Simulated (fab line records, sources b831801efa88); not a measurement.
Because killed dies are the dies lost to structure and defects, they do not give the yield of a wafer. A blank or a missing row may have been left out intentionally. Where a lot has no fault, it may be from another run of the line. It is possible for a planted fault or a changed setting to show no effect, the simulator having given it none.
fab line records ; flow sky130
record: lots: 13; wafers: 39; last-day: 50
route steps=708 shown SONOS_TUNNEL@166 SONOS_ONO@169 POLY_GATE@205 PAD_OPEN@708
lots with no fault: from the same line, run without faults
start-h: start of the lot's first displayed wafer, in hours after the record's first day ; wait-h: hours since the lot's step before ; " repeats the value in the row above ; L1.1+2: one row covering several wafers at once ; - no value present, or no start provided ; * or withheld: withheld ; < > ~ a bound
route shown NAME@n: a module of which the file shows steps, and the number in the route of the first ; usual: the fault-free wafers' mean and standard deviation ; same: alike in all rows ; chamber/n: place in a boat ; sites: the reading at each site ; _std_site: standard deviation across them ; _edge_site: the outer-site mean with the inner-site mean subtracted ; radius-mm: for every site, how far away it sits from the centre of the wafer ; mask NAME#n: copy n ; behind: the tool/chamber that last shaped the wafer ; hold: why the lot went on hold/how many hours it stayed there/how the hold came to an end ; device: which transistor (n, p or np) failed to switch ; end of line: the route-end tests of the same wafers ; step lacking rows: just its recipe ; killed: dies lost to structure and defects at the first sort, not the wafer's yield ; map: a wafer's dies, marking killed ones x, the rest . and places with no die _
set.NAME: the setting as run; set.NAME@STEP: as run at that earlier step ; model.NAME: the simulator's own value behind a step, which no gauge read
one table for each step of the route and one row for each wafer, over a sample of lots
services: a tool's chamber out of use, with start hour (start-h, from the record's first day; less than 0 if before it), hours out, and reason
== steps ==
step: SKY_SONOS_TUNNEL_TW_MEAS_12
usual: SONOS_TUNNEL_TW: 198.7/1.7
lot.wafer;tool;chamber;start-h;wait-h;SONOS_TUNNEL_TW
L993.1;film-metro-04;-;244.74;0.0;198.2
L993.2;film-metro-04;-;244.74;0.0;197.3
L993.6;film-metro-04;-;244.74;0.0;198.2
L994.2;film-metro-02;-;255.22;0.0;197.7
L994.3;film-metro-02;-;255.22;0.0;198.3
L994.4;film-metro-02;-;255.22;0.0;197.4
L996.3;film-metro-01;-;272.40;0.0;200.5
L996.4;film-metro-01;-;272.40;0.0;201.5
L996.5;film-metro-01;-;272.40;0.0;200.6
L997.3;film-metro-02;-;276.79;0.0;196.9
L997.5;film-metro-02;-;276.79;0.0;196.6
L997.6;film-metro-02;-;276.79;0.0;196.6
L998.1;film-metro-01;-;291.35;0.0;201.8
L998.4;film-metro-01;-;291.35;0.0;201.5
L998.6;film-metro-01;-;291.35;0.0;201.8
L100.1;film-metro-01;-;311.17;0.0;200.8
L100.2;film-metro-01;-;311.17;0.0;201.0
L100.3;film-metro-01;-;311.17;0.0;201.3
L101.1;film-metro-02;-;316.30;0.0;197.5
L101.2;film-metro-02;-;316.30;0.0;197.3
L101.3;film-metro-02;-;316.30;0.0;197.4
L102.1;film-metro-04;-;319.68;0.0;196.2
L102.4;film-metro-04;-;319.68;0.0;198.0
L102.6;film-metro-04;-;319.68;0.0;196.8
L105.3;film-metro-02;-;344.18;0.0;197.0
L105.4;film-metro-02;-;344.18;0.0;197.8
L105.6;film-metro-02;-;344.18;0.0;197.3
L106.2;film-metro-02;-;354.30;0.0;197.3
L106.3;film-metro-02;-;354.30;0.0;199.2
L106.5;film-metro-02;-;354.30;0.0;197.3
L107.3;film-metro-02;-;359.35;0.0;197.8
L107.5;film-metro-02;-;359.35;0.0;198.1
L107.6;film-metro-02;-;359.35;0.0;199.0
L112.2;film-metro-01;-;399.55;0.0;199.9
L112.3;film-metro-01;-;399.55;0.0;199.3
L112.5;film-metro-01;-;399.55;0.0;201.4
L116.2;film-metro-04;-;441.45;0.0;198.1
L116.3;film-metro-04;-;441.45;0.0;197.0
L116.5;film-metro-04;-;441.45;0.0;197.5
step: SKY_SONOS_ONO_THK_MEAS_01
recipe: reads: SiO2_of_SONOS_ONO_OXIDATION_00
usual: SONOS_ONO_OXIDATION_THK: 2.60/0.063
lot.wafer;tool;chamber;start-h;wait-h;SONOS_ONO_OXIDATION_THK[nm]
L993.1;film-metro-01;-;246.42;0.0;2.57
L993.2;film-metro-01;-;246.42;0.0;2.63
L993.6;film-metro-01;-;246.42;0.0;2.59
L994.2;film-metro-02;-;260.52;0.0;2.65
L994.3;film-metro-02;-;260.52;0.0;2.63
L994.4;film-metro-02;-;260.52;0.0;2.60
L996.3;film-metro-01;-;274.34;0.0;2.68
L996.4;film-metro-01;-;274.34;0.0;2.63
L996.5;film-metro-01;-;274.34;0.0;2.64
L997.3;film-metro-02;-;279.31;0.0;2.48
L997.5;film-metro-02;-;279.31;0.0;2.54
L997.6;film-metro-02;-;279.31;0.0;2.52
L998.1;film-metro-02;-;293.20;0.0;2.63
L998.4;film-metro-02;-;293.20;0.0;2.61
L998.6;film-metro-02;-;293.20;0.0;2.59
L100.1;film-metro-03;-;313.60;0.0;2.78
L100.2;film-metro-03;-;313.60;0.0;2.67
L100.3;film-metro-03;-;313.60;0.0;2.75
L101.1;film-metro-01;-;319.41;0.0;2.74
L101.2;film-metro-01;-;319.41;0.0;2.67
L101.3;film-metro-01;-;319.41;0.0;2.68
L102.1;film-metro-02;-;322.18;0.0;2.63
L102.4;film-metro-02;-;322.18;0.0;2.58
L102.6;film-metro-02;-;322.18;0.0;2.61
L105.3;film-metro-02;-;346.73;0.0;2.50
L105.4;film-metro-02;-;346.73;0.0;2.48
L105.6;film-metro-02;-;346.73;0.0;2.52
L106.2;film-metro-02;-;356.57;0.0;2.57
L106.3;film-metro-02;-;356.57;0.0;2.59
L106.5;film-metro-02;-;356.57;0.0;2.63
L107.3;film-metro-01;-;360.94;0.0;2.51
L107.5;film-metro-01;-;360.94;0.0;2.60
L107.6;film-metro-01;-;360.94;0.0;2.61
L112.2;film-metro-01;-;401.06;0.0;2.62
L112.3;film-metro-01;-;401.06;0.0;2.60
L112.5;film-metro-01;-;401.06;0.0;2.66
L116.2;film-metro-01;-;443.10;0.0;2.55
L116.3;film-metro-01;-;443.10;0.0;2.47
L116.5;film-metro-01;-;443.10;0.0;2.57
step: SKY_SONOS_ONO_WET_ETCH_16
recipe: chemistry: dHF; target-depth-nm: 14; dry: n2-spin; target: SiO2; dilution: 100:1; temp-c: 25; time-s: 280
usual: run-length-s: 308/3.2
lot.wafer;tool;chamber;start-h;wait-h;run-length-s
L993.1;wet-bench-04;0;273.30;0.0;308
L993.2;wet-bench-04;0;273.30;0.0;308
L993.6;wet-bench-04;0;273.30;0.0;308
L994.2;wet-bench-03;3;290.65;0.0;315
L994.3;wet-bench-03;3;290.65;0.0;315
L994.4;wet-bench-03;3;290.65;0.0;315
L996.3;wet-bench-04;2;303.12;0.0;307
L996.4;wet-bench-04;2;303.12;0.0;307
L996.5;wet-bench-04;2;303.12;0.0;307
L997.3;wet-bench-01;0;309.41;0.0;305
L997.5;wet-bench-01;0;309.41;0.0;305
L997.6;wet-bench-01;0;309.41;0.0;305
L998.1;wet-bench-01;2;322.36;0.0;306
L998.4;wet-bench-01;2;322.36;0.0;306
L998.6;wet-bench-01;2;322.36;0.0;306
L100.1;wet-bench-03;3;343.38;0.0;307
L100.2;wet-bench-03;3;343.38;0.0;307
L100.3;wet-bench-03;3;343.38;0.0;307
L101.1;wet-bench-03;2;349.02;0.0;306
L101.2;wet-bench-03;2;349.02;0.0;306
L101.3;wet-bench-03;2;349.02;0.0;306
L102.1;wet-bench-04;1;350.65;0.0;306
L102.4;wet-bench-04;1;350.65;0.0;306
L102.6;wet-bench-04;1;350.65;0.0;306
L105.3;wet-bench-03;1;376.91;0.0;305
L105.4;wet-bench-03;1;376.91;0.0;305
L105.6;wet-bench-03;1;376.91;0.0;305
L106.2;wet-bench-03;1;387.96;0.0;305
L106.3;wet-bench-03;1;387.96;0.0;305
L106.5;wet-bench-03;1;387.96;0.0;305
L107.3;wet-bench-01;3;391.61;0.0;305
L107.5;wet-bench-01;3;391.61;0.0;305
L107.6;wet-bench-01;3;391.61;0.0;305
L112.2;wet-bench-03;3;434.20;0.0;307
L112.3;wet-bench-03;3;434.20;0.0;307
L112.5;wet-bench-03;3;434.20;0.0;307
L116.2;wet-bench-03;2;477.30;0.0;296
L116.3;wet-bench-03;2;477.30;0.0;296
L116.5;wet-bench-03;2;477.30;0.0;296
step: SKY_POLY_GATE_THK_MEAS_01
recipe: reads: poly-Si_of_POLY_GATE_CVD_00
usual: POLY_GATE_CVD_00_THK: 179.7/1.8
lot.wafer;tool;chamber;start-h;wait-h;POLY_GATE_CVD_00_THK[nm]
L993.1;film-metro-01;-;306.16;0.0;178.4
L993.2;film-metro-01;-;306.16;0.0;178.4
L993.6;film-metro-01;-;306.16;0.0;178.8
L994.2;film-metro-04;-;323.40;0.0;178.6
L994.3;film-metro-04;-;323.40;0.0;180.6
L994.4;film-metro-04;-;323.40;0.0;179.4
L996.3;film-metro-01;-;337.23;0.0;176.5
L996.4;film-metro-01;-;337.23;0.0;177.4
L996.5;film-metro-01;-;337.23;0.0;179.8
L997.3;film-metro-01;-;341.67;0.0;178.0
L997.5;film-metro-01;-;341.67;0.0;177.1
L997.6;film-metro-01;-;341.67;0.0;176.5
L998.1;film-metro-01;-;356.41;0.0;179.4
L998.4;film-metro-01;-;356.41;0.0;179.7
L998.6;film-metro-01;-;356.41;0.0;177.7
L100.1;film-metro-03;-;375.79;0.0;181.3
L100.2;film-metro-03;-;375.79;0.0;183.2
L100.3;film-metro-03;-;375.79;0.0;182.2
L101.1;film-metro-01;-;383.09;0.0;180.2
L101.2;film-metro-01;-;383.09;0.0;180.3
L101.3;film-metro-01;-;383.09;0.0;179.0
L102.1;film-metro-03;-;385.95;0.0;179.3
L102.4;film-metro-03;-;385.95;0.0;179.1
L102.6;film-metro-03;-;385.95;0.0;179.1
L105.3;film-metro-04;-;411.32;0.0;177.5
L105.4;film-metro-04;-;411.32;0.0;177.5
L105.6;film-metro-04;-;411.32;0.0;176.8
L106.2;film-metro-04;-;424.28;0.0;179.3
L106.3;film-metro-04;-;424.28;0.0;181.0
L106.5;film-metro-04;-;424.28;0.0;180.0
L107.3;film-metro-03;-;427.26;0.0;177.8
L107.5;film-metro-03;-;427.26;0.0;178.3
L107.6;film-metro-03;-;427.26;0.0;178.1
L112.2;film-metro-04;-;471.25;0.0;181.9
L112.3;film-metro-04;-;471.25;0.0;180.6
L112.5;film-metro-04;-;471.25;0.0;181.5
L116.2;film-metro-01;-;513.02;0.0;181.1
L116.3;film-metro-01;-;513.02;0.0;181.2
L116.5;film-metro-01;-;513.02;0.0;183.7
step: SKY_PAD_OPEN_PROBE_99
usual: killed_at_M0_to_M3: 42/7; killed_at_M4_up: 2.8/1.8; killed-at-contacts: 24/5.8; killed-at-front-end: 15/4.8; killed-at-other: 0.3/0.56; killed-dies: 84/11; killed-on-rim: 17/4.2; killed-open: 46/7.8; killed-short: 38/6.3
same: gross-dies: 492; killed-at-back-side: 0
lot.wafer;tool;chamber;start-h;wait-h;killed_at_M0_to_M3;killed_at_M4_up;killed-at-contacts;killed-at-front-end;killed-at-other;killed-dies;killed-on-rim;killed-open;killed-short
L993.1;prober-01;-;1074.35;0.1;48;5;23;26;0;102;21;56;46
L993.2;prober-01;-;1074.40;0.1;39;2;18;15;0;74;11;39;34
L993.6;prober-01;-;1074.60;0.2;36;3;15;11;0;65;16;38;27
L994.2;prober-02;-;1084.19;0.1;38;4;32;13;0;87;16;54;32
L994.3;prober-02;-;1084.24;0.2;39;4;21;14;1;79;15;41;37
L994.4;prober-02;-;1084.29;0.2;31;7;23;14;1;76;11;36;39
L996.3;prober-02;-;1096.45;0.2;39;2;30;13;1;85;18;45;40
L996.4;prober-02;-;1096.50;0.2;36;2;24;16;0;78;18;36;42
L996.5;prober-02;-;1096.55;0.2;47;5;26;10;1;89;19;42;47
L997.3;prober-01;-;1103.40;0.2;42;2;17;28;0;89;20;48;41
L997.5;prober-01;-;1103.50;0.2;35;4;27;19;2;87;10;48;38
L997.6;prober-01;-;1103.55;0.2;36;4;21;20;1;82;21;39;42
L998.1;prober-02;-;1110.56;0.1;51;4;22;17;0;94;18;46;47
L998.4;prober-02;-;1110.71;0.2;35;0;22;31;0;88;15;46;39
L998.6;prober-02;-;1110.81;0.2;59;1;23;16;1;100;14;57;42
L100.1;prober-02;-;1122.90;0.1;56;1;22;15;0;94;15;57;37
L100.2;prober-02;-;1122.95;0.1;34;4;25;18;0;81;15;53;28
L100.3;prober-02;-;1123.00;0.2;35;2;32;12;0;81;11;42;39
L101.1;prober-01;-;1127.05;0.1;44;2;18;14;1;79;12;48;30
L101.2;prober-01;-;1127.10;0.1;47;1;22;6;1;77;16;43;33
L101.3;prober-01;-;1127.15;0.2;54;3;23;18;2;100;13;60;39
L102.1;prober-02;-;1129.69;0.1;50;4;11;13;0;78;19;53;25
L102.4;prober-02;-;1129.84;0.2;57;3;33;8;0;101;20;53;48
L102.6;prober-02;-;1129.94;0.2;34;3;30;15;1;83;19;43;40
L105.3;prober-01;-;1148.66;0.2;44;5;12;19;1;81;19;44;37
L105.4;prober-01;-;1148.71;0.2;45;2;28;14;1;90;22;51;39
L105.6;prober-01;-;1148.81;0.2;46;2;11;17;0;76;11;37;39
L106.2;prober-02;-;1151.31;0.1;50;3;25;15;0;93;20;47;46
L106.3;prober-02;-;1151.36;0.2;46;2;25;12;0;85;13;41;43
L106.5;prober-02;-;1151.46;0.2;46;2;29;11;1;89;20;48;40
L107.3;prober-01;-;1157.71;0.2;37;2;30;9;2;80;18;49;31
L107.5;prober-01;-;1157.81;0.2;46;5;21;12;2;86;18;46;38
L107.6;prober-01;-;1157.86;0.2;43;1;30;15;1;90;19;52;37
L112.2;prober-02;-;1182.40;0.1;45;0;26;27;0;98;23;61;37
L112.3;prober-02;-;1182.45;0.2;38;2;29;21;0;90;19;53;37
L112.5;prober-02;-;1182.55;0.2;41;1;25;20;0;87;20;53;34
L116.2;prober-02;-;1203.45;0.1;42;3;25;17;0;87;16;54;33
L116.3;prober-02;-;1203.50;0.2;42;1;30;11;0;84;14;43;41
L116.5;prober-02;-;1203.60;0.2;43;8;24;10;0;85;15;46;39
killed by level:class
L993.1 VIA1:geometric-particle:open=14 FIELD_ISO:geometric-particle:open=12 VIA3:geometric-particle:open=7 CONTACT:geometric-particle:short=6 CONTACT:geometric-particle:open=6 FIELD_ISO:geometric-particle:short=5 VIA3:geometric-particle:short=4 LI_CONTACT:geometric-particle:short=4
L993.2 VIA1:geometric-particle:open=12 METAL2:geometric-particle:short=7 VIA3:geometric-particle:open=7 LI_CONTACT:geometric-particle:open=6 FIELD_ISO:geometric-particle:short=4 METAL1:geometric-particle:short=4 FIELD_ISO:geometric-particle:open=3 LOCAL_INTERCONNECT:geometric-particle:short=3
L993.6 VIA1:geometric-particle:open=8 CONTACT:geometric-particle:open=7 VIA3:geometric-particle:open=7 METAL1:geometric-particle:short=5 VIA2:geometric-particle:open=5 FIELD_ISO:geometric-particle:open=4 LI_CONTACT:geometric-particle:open=4 METAL2:geometric-particle:short=4
L994.2 CONTACT:geometric-particle:open=17 VIA1:geometric-particle:open=7 LI_CONTACT:geometric-particle:open=6 LOCAL_INTERCONNECT:geometric-particle:short=6 VIA2:geometric-particle:open=6 METAL1:geometric-particle:short=5 VIA3:geometric-particle:open=5 POLY_GATE:geometric-particle:open=4
L994.3 VIA1:geometric-particle:open=11 CONTACT:geometric-particle:open=9 POLY_GATE:geometric-particle:open=5 LOCAL_INTERCONNECT:geometric-particle:short=5 METAL2:geometric-particle:short=5 METAL1:geometric-particle:short=4 VIA2:geometric-particle:open=4 FIELD_ISO:geometric-particle:short=3
L994.4 LI_CONTACT:geometric-particle:open=7 CONTACT:geometric-particle:open=6 VIA2:geometric-particle:open=6 METAL4:geometric-particle:short=6 CONTACT:geometric-particle:short=5 METAL1:geometric-particle:short=5 METAL2:geometric-particle:short=4 VIA3:geometric-particle:open=4
L996.3 VIA3:geometric-particle:open=8 LOCAL_INTERCONNECT:geometric-particle:short=7 VIA1:geometric-particle:open=7 VIA2:geometric-particle:open=7 LI_CONTACT:geometric-particle:open=6 CONTACT:geometric-particle:open=6 FIELD_ISO:geometric-particle:short=5 FIELD_ISO:geometric-particle:open=5
L996.4 CONTACT:geometric-particle:open=8 VIA1:geometric-particle:open=6 FIELD_ISO:geometric-particle:short=5 LI_CONTACT:geometric-particle:open=5 CONTACT:geometric-particle:short=5 METAL1:geometric-particle:short=5 VIA3:geometric-particle:short=5 VIA3:geometric-particle:open=4
L996.5 VIA3:geometric-particle:open=12 CONTACT:geometric-particle:short=8 LI_CONTACT:geometric-particle:open=7 CONTACT:geometric-particle:open=6 VIA1:geometric-particle:short=6 METAL1:geometric-particle:short=5 VIA2:geometric-particle:open=5 METAL4:geometric-particle:short=5
L997.3 VIA1:geometric-particle:open=12 POLY_GATE:geometric-particle:open=8 METAL2:geometric-particle:short=8 METAL1:geometric-particle:short=8 FIELD_ISO:geometric-particle:open=6 CONTACT:geometric-particle:open=6 FIELD_ISO:geometric-particle:short=5 POLY_GATE:geometric-particle:short=5
L997.5 LI_CONTACT:geometric-particle:open=9 VIA1:geometric-particle:open=9 METAL1:geometric-particle:short=7 CONTACT:geometric-particle:open=7 VIA2:geometric-particle:open=7 FIELD_ISO:geometric-particle:open=6 FIELD_ISO:geometric-particle:short=5 LI_CONTACT:geometric-particle:short=5
L997.6 VIA1:geometric-particle:open=9 POLY_GATE:geometric-particle:short=8 VIA2:geometric-particle:open=6 VIA3:geometric-particle:open=6 LI_CONTACT:geometric-particle:open=5 CONTACT:geometric-particle:open=5 POLY_GATE:geometric-particle:open=4 LI_CONTACT:geometric-particle:short=4
L998.1 LI_CONTACT:geometric-particle:open=11 VIA2:geometric-particle:open=10 METAL2:geometric-particle:short=9 METAL1:geometric-particle:short=9 VIA3:geometric-particle:open=6 VIA1:geometric-particle:open=6 CONTACT:geometric-particle:open=4 LOCAL_INTERCONNECT:geometric-particle:short=4
L998.4 FIELD_ISO:geometric-particle:short=11 LI_CONTACT:geometric-particle:open=9 CONTACT:geometric-particle:open=9 FIELD_ISO:geometric-particle:open=8 VIA1:geometric-particle:open=5 POLY_GATE:geometric-particle:short=5 VIA2:geometric-particle:open=5 METAL1:geometric-particle:short=4
L998.6 VIA1:geometric-particle:open=14 VIA3:geometric-particle:open=12 VIA2:geometric-particle:open=8 CONTACT:geometric-particle:open=7 METAL1:geometric-particle:short=6 VIA3:geometric-particle:short=6 LI_CONTACT:geometric-particle:open=6 FIELD_ISO:geometric-particle:short=4
L100.1 VIA1:geometric-particle:open=17 VIA2:geometric-particle:open=9 CONTACT:geometric-particle:open=7 LI_CONTACT:geometric-particle:open=6 METAL1:geometric-particle:short=6 VIA3:geometric-particle:open=6 CONTACT:geometric-particle:short=5 METAL3:geometric-particle:short=5
L100.2 VIA1:geometric-particle:open=11 VIA2:geometric-particle:open=10 CONTACT:geometric-particle:open=9 LI_CONTACT:geometric-particle:open=8 CONTACT:geometric-particle:short=6 FIELD_ISO:geometric-particle:open=5 FIELD_ISO:geometric-particle:short=3 SONOS_ONO:geometric-particle:short=3
L100.3 CONTACT:geometric-particle:open=12 VIA1:geometric-particle:open=9 VIA2:geometric-particle:open=8 LI_CONTACT:geometric-particle:short=6 VIA1:geometric-particle:short=6 LI_CONTACT:geometric-particle:open=5 LOCAL_INTERCONNECT:geometric-particle:short=5 POLY_GATE:geometric-particle:open=3
L101.1 VIA1:geometric-particle:open=14 LI_CONTACT:geometric-particle:open=6 VIA2:geometric-particle:open=6 VIA3:geometric-particle:open=6 CONTACT:geometric-particle:open=5 METAL2:geometric-particle:short=5 FIELD_ISO:geometric-particle:open=4 VIA1:geometric-particle:short=4
L101.2 VIA1:geometric-particle:open=11 VIA3:geometric-particle:open=9 LI_CONTACT:geometric-particle:open=7 CONTACT:geometric-particle:open=6 METAL2:geometric-particle:short=6 LI_CONTACT:geometric-particle:short=5 VIA1:geometric-particle:short=5 VIA2:geometric-particle:open=5
L101.3 VIA1:geometric-particle:open=14 CONTACT:geometric-particle:open=11 VIA3:geometric-particle:open=9 METAL1:geometric-particle:short=7 VIA1:geometric-particle:short=7 LI_CONTACT:geometric-particle:open=6 FIELD_ISO:geometric-particle:open=5 VIA2:geometric-particle:open=5
L102.1 VIA1:geometric-particle:open=17 VIA3:geometric-particle:open=7 VIA2:geometric-particle:open=6 METAL2:geometric-particle:short=5 CONTACT:geometric-particle:open=5 FIELD_ISO:geometric-particle:open=4 LI_CONTACT:geometric-particle:open=4 METAL1:geometric-particle:short=4
L102.4 VIA3:geometric-particle:open=11 CONTACT:geometric-particle:open=9 LI_CONTACT:geometric-particle:open=9 VIA1:geometric-particle:open=9 VIA1:geometric-particle:short=8 VIA2:geometric-particle:open=7 LOCAL_INTERCONNECT:geometric-particle:short=6 METAL1:geometric-particle:short=6
L102.6 CONTACT:geometric-particle:open=11 LI_CONTACT:geometric-particle:open=8 VIA3:geometric-particle:open=8 METAL2:geometric-particle:short=7 VIA1:geometric-particle:open=5 POLY_GATE:geometric-particle:short=4 SPACER:geometric-particle:short=4 VIA1:geometric-particle:short=4
L105.3 VIA1:geometric-particle:open=8 VIA2:geometric-particle:open=7 FIELD_ISO:geometric-particle:open=6 CONTACT:geometric-particle:open=6 METAL2:geometric-particle:short=6 VIA2:geometric-particle:short=5 METAL1:geometric-particle:short=4 METAL2:geometric-particle:open=4
L105.4 VIA1:geometric-particle:open=12 CONTACT:geometric-particle:open=9 VIA2:geometric-particle:open=7 VIA3:geometric-particle:open=7 CONTACT:geometric-particle:short=6 VIA1:geometric-particle:short=6 LOCAL_INTERCONNECT:geometric-particle:short=5 FIELD_ISO:geometric-particle:open=4
L105.6 METAL2:geometric-particle:short=8 VIA1:geometric-particle:short=7 METAL1:geometric-particle:short=6 VIA1:geometric-particle:open=6 VIA2:geometric-particle:open=5 VIA3:geometric-particle:open=5 FIELD_ISO:geometric-particle:open=4 FIELD_ISO:geometric-particle:short=4
L106.2 VIA1:geometric-particle:open=15 CONTACT:geometric-particle:open=10 VIA2:geometric-particle:open=9 METAL1:geometric-particle:short=9 FIELD_ISO:geometric-particle:short=7 LI_CONTACT:geometric-particle:open=6 LOCAL_INTERCONNECT:geometric-particle:short=5 METAL2:geometric-particle:short=5
L106.3 CONTACT:geometric-particle:open=9 VIA1:geometric-particle:short=8 VIA1:geometric-particle:open=8 METAL1:geometric-particle:short=7 CONTACT:geometric-particle:short=6 VIA2:geometric-particle:open=5 VIA3:geometric-particle:open=5 LOCAL_INTERCONNECT:geometric-particle:short=4
L106.5 VIA1:geometric-particle:open=11 CONTACT:geometric-particle:open=10 LI_CONTACT:geometric-particle:open=8 METAL1:geometric-particle:short=8 VIA2:geometric-particle:open=6 METAL2:geometric-particle:short=6 VIA1:geometric-particle:short=5 FIELD_ISO:geometric-particle:open=4
L107.3 CONTACT:geometric-particle:open=12 VIA1:geometric-particle:open=9 LI_CONTACT:geometric-particle:open=8 VIA3:geometric-particle:open=7 CONTACT:geometric-particle:short=6 VIA1:geometric-particle:short=5 POLY_GATE:geometric-particle:short=3 METAL1:geometric-particle:short=3
L107.5 VIA1:geometric-particle:open=15 VIA2:geometric-particle:open=9 VIA3:geometric-particle:open=6 CONTACT:geometric-particle:short=5 CONTACT:geometric-particle:open=5 LOCAL_INTERCONNECT:geometric-particle:short=4 LI_CONTACT:geometric-particle:short=3 LI_CONTACT:geometric-particle:open=3
L107.6 VIA1:geometric-particle:open=13 LI_CONTACT:geometric-particle:open=10 LOCAL_INTERCONNECT:geometric-particle:short=7 FIELD_ISO:geometric-particle:open=6 CONTACT:geometric-particle:short=6 CONTACT:geometric-particle:open=6 METAL1:geometric-particle:short=6 VIA3:geometric-particle:open=6
L112.2 LI_CONTACT:geometric-particle:open=10 POLY_GATE:geometric-particle:open=8 CONTACT:geometric-particle:open=8 POLY_GATE:geometric-particle:short=7 VIA1:geometric-particle:open=7 VIA2:geometric-particle:open=7 FIELD_ISO:geometric-particle:open=6 CONTACT:geometric-particle:short=5
L112.3 CONTACT:geometric-particle:open=13 VIA1:geometric-particle:open=13 CONTACT:geometric-particle:short=7 FIELD_ISO:geometric-particle:short=6 LI_CONTACT:geometric-particle:open=6 VIA3:geometric-particle:open=6 VIA1:geometric-particle:short=5 VIA2:geometric-particle:short=5
L112.5 VIA3:geometric-particle:open=9 CONTACT:geometric-particle:open=8 LI_CONTACT:geometric-particle:open=7 VIA1:geometric-particle:open=7 POLY_GATE:geometric-particle:open=6 VIA2:geometric-particle:open=6 FIELD_ISO:geometric-particle:open=5 FIELD_ISO:geometric-particle:short=5
L116.2 LI_CONTACT:geometric-particle:open=10 VIA1:geometric-particle:open=8 FIELD_ISO:geometric-particle:open=7 VIA1:geometric-particle:short=7 VIA2:geometric-particle:open=7 CONTACT:geometric-particle:short=5 CONTACT:geometric-particle:open=5 METAL2:geometric-particle:open=4
L116.3 LI_CONTACT:geometric-particle:open=10 VIA1:geometric-particle:open=8 CONTACT:geometric-particle:open=7 METAL1:geometric-particle:short=7 FIELD_ISO:geometric-particle:open=5 METAL2:geometric-particle:short=5 LOCAL_INTERCONNECT:geometric-particle:short=4 CONTACT:geometric-particle:short=4
L116.5 VIA1:geometric-particle:open=11 CONTACT:geometric-particle:open=8 METAL2:geometric-particle:short=8 VIA2:geometric-particle:open=8 LI_CONTACT:geometric-particle:open=6 VIA1:geometric-particle:short=5 CONTACT:geometric-particle:short=4 METAL4:geometric-particle:short=4
== services ==
tool;chamber;start-h;hours;kind
wet-bench-04;-;328.06;5.4;repair
== key ==
first-sign: step: SKY_SONOS_ONO_WET_ETCH_16; reading: run-length-s; direction: down; sigmas: 3.7; usual: *; struck: *
effect none on later readings
met-at SKY_SONOS_ONO_WET_ETCH_16
struck-lots L116
struck-wafers L116.2,L116.3,L116.5
tester-left-out L116
not-acting-at SKY_SONOS_TUNNEL_TW_MEAS_12,SKY_SONOS_ONO_THK_MEAS_01,SKY_POLY_GATE_THK_MEAS_01
onset-between 349.02 477.30
fault: kind: process-parameter-drift; tool: wet-bench-03; chamber: 2; onset-h: 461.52; steps: SKY_SONOS_ONO_WET_ETCH_16; channel: time-s; offset: *; shape: step; end-h: 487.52; acts-in: *; stated: *
tester-left-out: of these lots the tester's yield and bins aren't shown, on N5 and GAA mostly nor the transistor test; their killed dies are dies lost to structure and defects alone, not to doping, threshold or leakage, so they don't give the yield
